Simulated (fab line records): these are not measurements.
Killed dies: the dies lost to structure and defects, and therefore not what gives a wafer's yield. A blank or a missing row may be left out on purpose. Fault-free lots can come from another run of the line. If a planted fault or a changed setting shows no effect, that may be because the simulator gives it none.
One fault through the eyes of 2 desks	flow gf180mcu	each desk has only its own numbers; what lay behind them comes last

METROLOGY DESK
Means of the sampled wafers that have a number, per lot and without regard to the tool the lot ran on: this is what the gauges read. Any lot whose mean is over 4 standard deviations away from the usual mean is out of limits and marked OUT; that distance is given in the brackets.
Columns: A = V2_BOW at GF_V2_BOW_MEAS_05, usual 96 um; B = cd-nm at GF_V2_CD_MEAS_14, usual 260.2 nm; C = V2_OVL at GF_V2_OVL_MEAS_15, usual -5 nm
lot	first seen here	A	B	C
L416	day 23 04:51	99	261.8	-1
L419	day 24 13:20	96	260.6	-6
L425	day 26 06:29	94	260.7	2
L427	day 26 23:46	99	260.1	-2
L428	day 27 06:20	99	261.2	-3
Result from this desk: across the 5 lots, nothing is out of limits.

AT THE TOOL OWNER'S DESK: rie-diel-03
The tool's own readings at GF_V2_ETCH_17 (etches SiO2 in C4F8/O2/Ar, stops on TiN, target depth 630 nm): means of the sampled wafers that have a number, for each lot that ran on this tool. Any lot whose mean is over 4 standard deviations away from the usual mean is out of limits and marked OUT; that distance is given in the brackets.
Columns: A = oes-product-au at GF_V2_ETCH_17, usual 0.856 a.u.; B = rf-fwd-power-W at GF_V2_ETCH_17, usual 1494 W
lot	first seen here	A	B
L419	day 25 12:00	0.853	1577 (+17) OUT
L427	day 27 20:00	0.856	1494
This desk's verdict: out of limits on L419, starting with L419 at day 25 12:00 (rf-fwd-power-W at GF_V2_ETCH_17). In limits: L427.

BROUGHT TOGETHER
The tool owner's desk could have raised an alarm at day 25 12:00, on L419.
At the metrology desk, nothing out of limits was observed.
The metrology desk holds a record of L419, inside its limits.
On rie-diel-03, each named lot ran GF_V2_ETCH_17.

WHAT THE SIMULATOR PUT IN
rie-diel-03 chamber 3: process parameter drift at GF_V2_ETCH_17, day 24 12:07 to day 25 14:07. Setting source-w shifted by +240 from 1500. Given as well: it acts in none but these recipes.
Struck lots among those shown: L419.
How many hours passed from the start of the fault until each desk's first out-of-limits reading: the tool owner's desk, 24.
